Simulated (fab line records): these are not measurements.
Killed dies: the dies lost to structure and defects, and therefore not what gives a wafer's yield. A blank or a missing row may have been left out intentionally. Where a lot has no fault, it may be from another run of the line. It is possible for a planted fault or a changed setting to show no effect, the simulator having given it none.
Matching of chambers    flow gf180mcu    GF_V2_CMP_04 on cmp-02 has 4 sister chambers
The step polishes SiO2. 14 wafers are shown with their chamber, then 7 later ones without.

## EACH WAFER AND ITS CHAMBER
wafer   chamber  motor_current_A (A)  time_to_endpoint_s (s)  slurry_filter_dp_kPa (kPa)
L877.2  1        14.7                 81                      13.42
L877.5  3        11.7                 81                      13.54
L877.6  0        13.0                 91                      13.33
L881.2  1        14.8                 85                      13.17
L881.5  0        12.9                 89                      13.48
L881.6  1        14.9                 86                      13.34
L882.4  2        13.6                 82                      13.43
L882.5  2        13.3                 89                      13.55
L882.6  3        12.2                 81                      13.62
L890.1  1        14.7                 73                      13.48
L890.5  1        14.3                 78                      13.72
L890.6  2        14.3                 80                      13.56
L892.1  0        13.6                 82                      13.80
L892.4  3        13.1                 87                      13.30

SIGNATURES (averages over the wafers above)
reading               chamber 0  chamber 1  chamber 2  chamber 3  scatter within a chamber
motor_current_A       13.167     14.680     13.733     12.333     0.45
time_to_endpoint_s    87.33      80.60      83.67      83.00      4.76
slurry_filter_dp_kPa  13.5367    13.4260    13.5133    13.4867    0.185
Rule: a wafer lies at a distance from a chamber equal to the root of the sum of squares, over the readings, of (its reading less the chamber's mean, divided by the reading's scatter). If the next closest chamber is less than 2 further off than the closest, the wafer can't be placed; otherwise it belongs to the closest. The scatter is the square root of a quotient: the sum, over the shown wafers, of each reading's squared deviation from its chamber's mean, divided by wafers minus chambers.

## WAFERS WHOSE CHAMBER IS MISSING
wafer   motor_current_A (A)  time_to_endpoint_s (s)  slurry_filter_dp_kPa (kPa)
L892.5  14.5                 83                      13.56
L897.3  14.7                 85                      13.42
L897.4  13.2                 82                      13.30
L897.6  13.9                 82                      13.64
L900.4  13.0                 84                      13.73
L900.5  11.8                 83                      13.67
L900.6  14.1                 82                      13.51

## WHICH CHAMBER EACH ONE RAN IN
wafer   from the rows above                in truth
L892.5  can't be placed: 1 or 2            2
L897.3  can't be placed: 1 or 2            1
L897.4  can't be placed: 2 or 0 or 3 or 1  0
L897.6  can't be placed: 2 or 0 or 1       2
L900.4  can't be placed: 0 or 3 or 2       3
L900.5  can't be placed: 3 or 0            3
L900.6  can't be placed: 2 or 1 or 0       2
Correctly placed: 0 of 7. Can't be placed from these rows: 7 (the true chamber is among the candidates in 7). Number placed wrongly: 0.
